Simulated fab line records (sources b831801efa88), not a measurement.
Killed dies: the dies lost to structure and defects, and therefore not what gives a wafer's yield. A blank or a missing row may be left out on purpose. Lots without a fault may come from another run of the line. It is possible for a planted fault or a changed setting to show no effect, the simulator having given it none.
A sampling plan put to the test	flow gf180mcu	one fab line, 54 faults that these records tell of, each judged on the records of the lots that it struck; 1 more is left out, because the records don't allow judging it
Plan = the line's own looks (route steps where a gauge or an inspection reads the wafer without altering it). A look can be judged if struck wafers have a number there and the file gives its usual mean and standard deviation on fault-free wafers. Caught: a look later than the fault's first step finds the struck wafers' mean 4 or more of those standard deviations (sigma) from the usual mean. On the tool: the identical test, applied to the tool's own readings at the steps of the fault. A different recipe on the struck wafers counts as caught too, as does a record blank only for those wafers.

## THE FAULTS, as the simulator had put them in
1. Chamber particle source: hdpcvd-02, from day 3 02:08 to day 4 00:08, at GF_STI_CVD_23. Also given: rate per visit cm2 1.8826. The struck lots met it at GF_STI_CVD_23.
2. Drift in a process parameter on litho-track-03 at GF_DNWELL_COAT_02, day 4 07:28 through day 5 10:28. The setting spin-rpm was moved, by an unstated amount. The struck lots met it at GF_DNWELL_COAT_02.
3. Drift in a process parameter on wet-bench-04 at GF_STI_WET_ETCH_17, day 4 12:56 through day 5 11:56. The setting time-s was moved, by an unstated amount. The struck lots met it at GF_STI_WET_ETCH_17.
4. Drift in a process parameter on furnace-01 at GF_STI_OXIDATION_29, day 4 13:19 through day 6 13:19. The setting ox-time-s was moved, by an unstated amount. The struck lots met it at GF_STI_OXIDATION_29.
5. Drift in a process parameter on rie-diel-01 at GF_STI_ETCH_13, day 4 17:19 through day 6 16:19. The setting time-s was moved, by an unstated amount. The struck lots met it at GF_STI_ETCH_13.
6. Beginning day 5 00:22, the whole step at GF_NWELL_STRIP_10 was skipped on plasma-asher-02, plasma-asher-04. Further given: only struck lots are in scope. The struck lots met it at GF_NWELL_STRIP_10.
7. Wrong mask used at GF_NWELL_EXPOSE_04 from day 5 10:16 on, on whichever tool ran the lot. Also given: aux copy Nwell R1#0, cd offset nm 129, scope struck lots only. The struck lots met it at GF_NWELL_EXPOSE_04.
8. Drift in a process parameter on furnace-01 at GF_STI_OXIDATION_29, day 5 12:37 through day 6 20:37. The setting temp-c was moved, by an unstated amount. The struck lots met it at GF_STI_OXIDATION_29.
9. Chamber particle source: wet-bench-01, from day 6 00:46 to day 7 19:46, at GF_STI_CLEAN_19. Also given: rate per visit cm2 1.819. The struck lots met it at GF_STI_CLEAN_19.
10. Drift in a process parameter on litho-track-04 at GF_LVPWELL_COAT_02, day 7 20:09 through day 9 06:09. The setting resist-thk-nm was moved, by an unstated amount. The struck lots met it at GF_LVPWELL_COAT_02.
11. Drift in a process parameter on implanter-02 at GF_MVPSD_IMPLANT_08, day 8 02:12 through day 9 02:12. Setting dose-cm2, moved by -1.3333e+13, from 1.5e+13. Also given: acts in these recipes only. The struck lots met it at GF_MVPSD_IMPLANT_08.
12. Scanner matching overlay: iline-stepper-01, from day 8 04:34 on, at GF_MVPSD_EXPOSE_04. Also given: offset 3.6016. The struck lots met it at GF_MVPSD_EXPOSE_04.
13. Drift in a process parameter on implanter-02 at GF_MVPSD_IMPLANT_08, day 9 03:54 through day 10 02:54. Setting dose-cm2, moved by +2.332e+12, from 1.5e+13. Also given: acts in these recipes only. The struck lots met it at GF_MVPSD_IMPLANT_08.
14. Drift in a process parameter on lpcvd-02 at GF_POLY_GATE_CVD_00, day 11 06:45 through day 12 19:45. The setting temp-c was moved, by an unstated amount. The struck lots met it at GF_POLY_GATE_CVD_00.
15. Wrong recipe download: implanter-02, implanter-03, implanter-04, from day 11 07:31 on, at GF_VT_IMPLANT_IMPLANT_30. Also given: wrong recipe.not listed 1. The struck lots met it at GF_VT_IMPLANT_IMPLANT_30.
16. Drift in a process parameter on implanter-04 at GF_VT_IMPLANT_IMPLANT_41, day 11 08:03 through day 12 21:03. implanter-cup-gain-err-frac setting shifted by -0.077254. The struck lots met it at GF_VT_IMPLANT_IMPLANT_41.
17. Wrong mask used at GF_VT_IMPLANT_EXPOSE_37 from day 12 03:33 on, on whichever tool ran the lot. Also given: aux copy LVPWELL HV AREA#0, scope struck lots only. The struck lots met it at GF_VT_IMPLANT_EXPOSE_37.
18. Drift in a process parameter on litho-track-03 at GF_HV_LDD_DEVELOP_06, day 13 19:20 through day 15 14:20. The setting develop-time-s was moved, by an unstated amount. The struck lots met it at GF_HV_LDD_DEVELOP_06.
19. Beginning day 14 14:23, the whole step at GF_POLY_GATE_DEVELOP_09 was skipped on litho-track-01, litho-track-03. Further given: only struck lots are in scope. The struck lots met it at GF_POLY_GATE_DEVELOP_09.
20. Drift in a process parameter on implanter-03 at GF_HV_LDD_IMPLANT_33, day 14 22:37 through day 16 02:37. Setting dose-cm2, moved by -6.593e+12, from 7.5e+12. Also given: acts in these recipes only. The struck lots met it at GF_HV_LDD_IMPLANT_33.
21. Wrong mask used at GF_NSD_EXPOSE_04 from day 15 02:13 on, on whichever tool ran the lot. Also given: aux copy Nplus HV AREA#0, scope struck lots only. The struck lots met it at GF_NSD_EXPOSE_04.
22. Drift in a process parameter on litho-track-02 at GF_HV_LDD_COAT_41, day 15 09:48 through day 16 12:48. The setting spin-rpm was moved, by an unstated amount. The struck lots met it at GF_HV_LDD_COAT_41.
23. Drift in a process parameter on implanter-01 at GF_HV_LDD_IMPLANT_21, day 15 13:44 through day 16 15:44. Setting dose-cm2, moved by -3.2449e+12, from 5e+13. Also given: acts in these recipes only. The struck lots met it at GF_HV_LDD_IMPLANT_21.
24. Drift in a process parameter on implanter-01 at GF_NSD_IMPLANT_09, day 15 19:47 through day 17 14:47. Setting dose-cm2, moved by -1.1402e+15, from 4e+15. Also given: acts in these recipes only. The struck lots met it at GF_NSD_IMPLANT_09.
25. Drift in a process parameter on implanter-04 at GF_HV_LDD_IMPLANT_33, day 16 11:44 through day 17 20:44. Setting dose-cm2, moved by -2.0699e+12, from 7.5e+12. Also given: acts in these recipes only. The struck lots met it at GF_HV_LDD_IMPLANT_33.
26. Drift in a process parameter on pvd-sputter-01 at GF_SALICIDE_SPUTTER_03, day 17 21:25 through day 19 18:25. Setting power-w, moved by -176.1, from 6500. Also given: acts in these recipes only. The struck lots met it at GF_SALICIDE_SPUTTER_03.
27. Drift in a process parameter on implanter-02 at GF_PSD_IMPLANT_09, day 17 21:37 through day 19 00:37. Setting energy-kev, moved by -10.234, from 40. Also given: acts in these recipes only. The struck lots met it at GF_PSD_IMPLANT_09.
28. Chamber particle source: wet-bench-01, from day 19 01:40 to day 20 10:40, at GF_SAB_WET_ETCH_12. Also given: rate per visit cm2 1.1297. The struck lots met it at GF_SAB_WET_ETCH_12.
29. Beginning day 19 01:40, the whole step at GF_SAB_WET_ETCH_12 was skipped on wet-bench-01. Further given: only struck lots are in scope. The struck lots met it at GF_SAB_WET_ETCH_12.
30. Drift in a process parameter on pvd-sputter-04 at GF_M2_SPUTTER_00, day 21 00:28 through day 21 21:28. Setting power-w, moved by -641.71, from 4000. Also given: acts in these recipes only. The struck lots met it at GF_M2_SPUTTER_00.
31. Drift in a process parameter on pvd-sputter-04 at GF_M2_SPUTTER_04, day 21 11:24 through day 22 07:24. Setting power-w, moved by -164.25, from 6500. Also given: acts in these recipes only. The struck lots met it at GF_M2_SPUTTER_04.
32. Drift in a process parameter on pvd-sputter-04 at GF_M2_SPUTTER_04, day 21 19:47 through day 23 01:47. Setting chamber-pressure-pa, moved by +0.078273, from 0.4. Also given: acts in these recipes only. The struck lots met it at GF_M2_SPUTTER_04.
33. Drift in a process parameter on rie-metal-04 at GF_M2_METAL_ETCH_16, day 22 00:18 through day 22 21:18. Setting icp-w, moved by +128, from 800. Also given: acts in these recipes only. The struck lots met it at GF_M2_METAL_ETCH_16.
34. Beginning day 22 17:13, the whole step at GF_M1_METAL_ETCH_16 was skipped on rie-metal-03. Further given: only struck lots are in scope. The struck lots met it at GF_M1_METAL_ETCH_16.
35. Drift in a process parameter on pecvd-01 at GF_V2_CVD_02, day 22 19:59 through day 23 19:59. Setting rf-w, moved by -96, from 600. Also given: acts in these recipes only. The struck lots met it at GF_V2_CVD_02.
36. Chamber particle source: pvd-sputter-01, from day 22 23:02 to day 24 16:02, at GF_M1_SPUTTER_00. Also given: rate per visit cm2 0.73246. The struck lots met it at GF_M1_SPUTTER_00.
37. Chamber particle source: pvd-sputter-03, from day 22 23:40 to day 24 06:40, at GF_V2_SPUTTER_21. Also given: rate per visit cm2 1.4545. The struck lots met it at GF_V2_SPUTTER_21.
38. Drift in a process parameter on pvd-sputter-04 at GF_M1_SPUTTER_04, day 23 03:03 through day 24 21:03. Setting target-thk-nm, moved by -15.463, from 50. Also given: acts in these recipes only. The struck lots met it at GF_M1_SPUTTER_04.
39. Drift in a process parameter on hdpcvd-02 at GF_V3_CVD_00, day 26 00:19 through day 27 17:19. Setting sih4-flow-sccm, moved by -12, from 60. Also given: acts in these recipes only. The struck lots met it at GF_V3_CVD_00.
40. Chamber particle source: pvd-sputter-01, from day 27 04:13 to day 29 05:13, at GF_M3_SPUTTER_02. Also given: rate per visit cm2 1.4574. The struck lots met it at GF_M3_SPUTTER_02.
41. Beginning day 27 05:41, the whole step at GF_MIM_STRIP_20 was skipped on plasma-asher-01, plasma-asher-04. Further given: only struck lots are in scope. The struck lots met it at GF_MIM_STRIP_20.
42. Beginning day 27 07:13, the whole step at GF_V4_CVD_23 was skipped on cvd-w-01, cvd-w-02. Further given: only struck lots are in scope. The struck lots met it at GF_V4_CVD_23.
43. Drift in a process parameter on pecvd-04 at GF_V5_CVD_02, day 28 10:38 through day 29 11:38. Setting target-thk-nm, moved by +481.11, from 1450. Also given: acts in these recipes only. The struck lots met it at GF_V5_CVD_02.
44. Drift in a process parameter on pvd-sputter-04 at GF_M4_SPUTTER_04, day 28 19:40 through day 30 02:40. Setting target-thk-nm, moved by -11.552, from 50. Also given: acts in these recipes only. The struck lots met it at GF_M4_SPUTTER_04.
45. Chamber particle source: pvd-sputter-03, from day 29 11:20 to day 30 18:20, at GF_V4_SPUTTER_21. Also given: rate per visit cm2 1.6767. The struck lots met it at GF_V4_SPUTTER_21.
46. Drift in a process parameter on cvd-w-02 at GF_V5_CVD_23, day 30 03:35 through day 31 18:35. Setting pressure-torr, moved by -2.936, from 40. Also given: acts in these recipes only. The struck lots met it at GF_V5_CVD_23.
47. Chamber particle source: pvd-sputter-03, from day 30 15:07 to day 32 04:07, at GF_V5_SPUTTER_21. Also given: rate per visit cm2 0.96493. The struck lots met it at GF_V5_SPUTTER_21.
48. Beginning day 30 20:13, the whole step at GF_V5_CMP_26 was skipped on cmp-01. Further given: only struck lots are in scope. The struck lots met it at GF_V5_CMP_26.
49. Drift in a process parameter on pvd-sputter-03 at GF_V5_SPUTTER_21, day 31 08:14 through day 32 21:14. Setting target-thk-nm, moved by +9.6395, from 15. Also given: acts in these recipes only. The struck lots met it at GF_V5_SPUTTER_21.
50. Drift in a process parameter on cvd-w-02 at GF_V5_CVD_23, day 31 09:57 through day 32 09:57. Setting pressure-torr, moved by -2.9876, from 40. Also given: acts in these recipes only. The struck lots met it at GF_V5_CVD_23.
51. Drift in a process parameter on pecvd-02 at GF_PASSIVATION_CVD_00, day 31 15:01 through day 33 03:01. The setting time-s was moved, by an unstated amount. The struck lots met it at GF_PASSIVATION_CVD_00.
52. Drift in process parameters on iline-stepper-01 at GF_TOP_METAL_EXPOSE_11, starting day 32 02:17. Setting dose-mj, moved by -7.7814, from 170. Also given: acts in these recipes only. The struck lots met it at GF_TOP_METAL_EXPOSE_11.
53. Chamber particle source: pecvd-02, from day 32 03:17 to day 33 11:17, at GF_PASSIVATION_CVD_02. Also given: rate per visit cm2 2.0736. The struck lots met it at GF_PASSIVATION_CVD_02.
54. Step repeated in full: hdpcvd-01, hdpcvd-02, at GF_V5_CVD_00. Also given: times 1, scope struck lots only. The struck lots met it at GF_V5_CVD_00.

## WHAT THE PLAN SAW
fault	on the tool itself	first look that catches it	reading, sigma	median hours from its first step to that look	hours from the fault's start to the first struck lot there	judged looks passed uncaught
1	no reading that can be judged	not the one look that can be judged after it	-	-	-	1
2	spin-speed-rpm -51 sigma	not the one look that can be judged after it	-	-	-	1
3	run-length-s -69 sigma	none of the 2 looks that can be judged after it	-	-	-	2
4	under 2 sigma	GF_STI_THK_MEAS_30	STI_OXIDATION_02_THK -16	1.4	7	0
5	run-length-s -22 sigma	not the one look that can be judged after it	-	-	-	1
6	the tool's record is blank for the struck wafers	GF_LVPWELL_TW_MEAS_11	LVPWELL_TW -99 or beyond	14.7	18	0
7	no reading that can be judged	no look after it can be judged	-	-	-	0
8	tube-center-temp-C +99 or beyond sigma	GF_STI_THK_MEAS_30	STI_OXIDATION_02_THK +10	1.4	15	0
9	no reading that can be judged	not the one look that can be judged after it	-	-	-	1
10	under 2 sigma	no look after it can be judged	-	-	-	0
11	dose-ions-cm2 -99 or beyond sigma	GF_MVPSD_TW_MEAS_11	MVPSD_TW -44	0.4	2	0
12	no reading that can be judged	none of the 3 looks that can be judged after it	strongest: MVPSD_OVL at GF_MVPSD_OVL_MEAS_07, +3.5	-	-	3
13	dose-ions-cm2 +99 or beyond sigma	GF_MVPSD_TW_MEAS_11	MVPSD_TW +6.1	0.4	6	0
14	spike-tc-centre-C -7.9 sigma	GF_POLY_GATE_THK_MEAS_01	POLY_GATE_CVD_00_THK -21	1.3	15	0
15	no reading that can be judged	GF_VT_IMPLANT_TW_MEAS_32	VT_IMPLANT_3_TW +99 or beyond	0.2	4	0
16	beam-on-s +4.7 sigma	none of the 2 looks that can be judged after it	strongest: VT_IMPLANT_4_TW at GF_VT_IMPLANT_TW_MEAS_43, +3.7	-	-	2
17	under 2 sigma	GF_VT_IMPLANT_TW_MEAS_43	VT_IMPLANT_4_TW -99 or beyond	9.7	11	0
18	no reading that can be judged	GF_HV_LDD_CD_MEAS_07	cd-nm -13	0.1	5	0
19	no reading that can be judged	no look after it can be judged	-	-	-	0
20	dose-ions-cm2 -99 or beyond sigma	GF_HV_LDD_TW_MEAS_38	HV_LDD_3_TW -7.4	0.7	11	0
21	no reading that can be judged	GF_NSD_TW_MEAS_12	NSD_TW -99 or beyond	10.4	12	0
22	spin-speed-rpm +99 or beyond sigma	GF_HV_LDD_CD_MEAS_46	cd-nm +4.0	10.7	21	0
23	dose-ions-cm2 -60 sigma	no look after it can be judged	-	-	-	0
24	dose-ions-cm2 -99 or beyond sigma	GF_PSD_RS_MEAS_14	NSD_RS +21	23.8	28	0
25	dose-ions-cm2 -99 or beyond sigma	GF_HV_LDD_RS_MEAS_53	HV_LDD_RS +5.3	24.2	32	1
26	cathode-dc-power-W -99 or beyond sigma	none of the 3 looks that can be judged after it	strongest: SALICIDE_TIN_THK at GF_SALICIDE_THK_MEAS_05, -2.8	-	-	3
27	beam-energy-keV -99 or beyond sigma	GF_PSD_TW_MEAS_11	PSD_TW -13	0.2	12	0
28	no reading that can be judged	none of the 3 looks that can be judged after it	-	-	-	3
29	the tool's record is blank for the struck wafers	no look after it can be judged	-	-	-	0
30	cathode-dc-power-W -99 or beyond sigma	no look after it can be judged	-	-	-	0
31	cathode-dc-power-W -99 or beyond sigma	none of the 7 looks that can be judged after it	-	-	-	7
32	chamber-pressure-pa +99 or beyond sigma	none of the 7 looks that can be judged after it	-	-	-	7
33	rf-fwd-power-W +55 sigma	no look after it can be judged	-	-	-	0
34	the tool's record is blank for the struck wafers	no look after it can be judged	-	-	-	0
35	rf-fwd-power-W -53 sigma	not the one look that can be judged after it	strongest: V2_CVD_02_THK at GF_V2_THK_MEAS_03, -3.9	-	-	1
36	under 2 sigma	no look after it can be judged	-	-	-	0
37	under 2 sigma	not the one look that can be judged after it	-	-	-	1
38	under 2 sigma	none of the 2 looks that can be judged after it	strongest: M1_ALCU_THK at GF_M1_THK_MEAS_06, +3.5	-	-	2
39	sih4-flow-sccm -63 sigma	GF_V3_THK_MEAS_01	V3_CVD_00_THK -15	0.1	9	0
40	under 2 sigma	no look after it can be judged	-	-	-	0
41	the tool's record is blank for the struck wafers	no look after it can be judged	-	-	-	0
42	the tool's record is blank for the struck wafers	GF_V4_RS_MEAS_24	V4_W_RS +99 or beyond	0.1	4	0
43	under 2 sigma	GF_V5_THK_MEAS_03	V5_CVD_02_THK +27	0.1	10	0
44	under 2 sigma	none of the 7 looks that can be judged after it	-	-	-	7
45	under 2 sigma	no look after it can be judged	-	-	-	0
46	chamber-pressure-Torr -32 sigma	GF_V5_RS_MEAS_24	V5_W_RS +4.3	0.1	3	0
47	under 2 sigma	no look after it can be judged	-	-	-	0
48	the tool's record is blank for the struck wafers	no look after it can be judged	-	-	-	0
49	under 2 sigma	no look after it can be judged	-	-	-	0
50	chamber-pressure-Torr -31 sigma	none of the 2 looks that can be judged after it	strongest: V5_W_THK at GF_V5_THK_MEAS_25, -3.1	-	-	2
51	run-length-s +5.8 sigma	not the one look that can be judged after it	strongest: PASSIVATION_CVD_00_THK at GF_PASSIVATION_THK_MEAS_01, +3.3	-	-	1
52	exposure-dose-mJ-cm2 -39 sigma	GF_TOP_METAL_CD_MEAS_14	cd-nm +5.9	7.9	14	0
53	under 2 sigma	not the one look that can be judged after it	-	-	-	1
54	no reading that can be judged	GF_V5_THK_MEAS_01	V5_CVD_00_THK +87	0.3	-	0
A dash: the fault is not caught, or the number is missing from these records.

Caught at a look: 21 of 54. Caught on the tool: 31 of 54. By one or the other: 38 of 54.
Faults caught by the tool alone: 2, 3, 5, 16, 23, 26, 29, 30, 31, 32, 33, 34, 35, 41, 48, 50, 51.
Caught at a look alone: faults 4, 15, 17, 18, 21, 43, 54.
Caught by neither: faults 1, 7, 9, 10, 12, 19, 28, 36, 37, 38, 40, 44, 45, 47, 49, 53.

## THINNER SAMPLING
Were the look that catches a fault to measure just every second or every third lot (counted by lot number), the first struck lot would, at worst, be measured this late:
fault	struck lots at that look, in order of time	every lot	every second lot	every third lot
4	L239, L240	7 h	11 h	may miss all 2
6	L977, L978	18 h	23 h	may miss all 2
8	L756, L757	15 h	20 h	may miss all 2
11	L655, L656, L657	2 h	11 h	20 h
13	L543, L545, L546	6 h	22 h	may miss all 3
14	L696, L697	15 h	21 h	may miss all 2
15	L562, L563	4 h	9 h	may miss all 2
17	L349	11 h	may miss it	may miss it
18	L477, L478	5 h	14 h	may miss all 2
20	L400, L401	11 h	21 h	may miss all 2
21	L388	12 h	may miss it	may miss it
22	L186, L185	21 h	22 h	may miss all 2
24	L369, L372	28 h	63 h	may miss all 2
25	L240, L241, L243	32 h	41 h	may miss all 3
27	L194, L195	12 h	23 h	may miss all 2
39	L186, L190	9 h	may miss all 2	may miss all 2
42	L319, L320	4 h	10 h	may miss all 2
43	L638, L639	10 h	18 h	may miss all 2
46	L761, L762	3 h	17 h	may miss all 2
52	L568, L569, L570	14 h	22 h	27 h
Hours are from the fault's start to the first struck lot that is measured. 4 sigma limit: tested on the pooled struck wafers, so a lone lot may be under it. Other struck lots may not be in these records.

## THE LONGEST TIMED WAY FROM STEP TO LOOK
In fault 25, a median of 24.2 hours elapses between GF_HV_LDD_IMPLANT_33 and GF_HV_LDD_RS_MEAS_53. The look between them that can be judged stayed within 4 sigma: GF_HV_LDD_TW_MEAS_38.
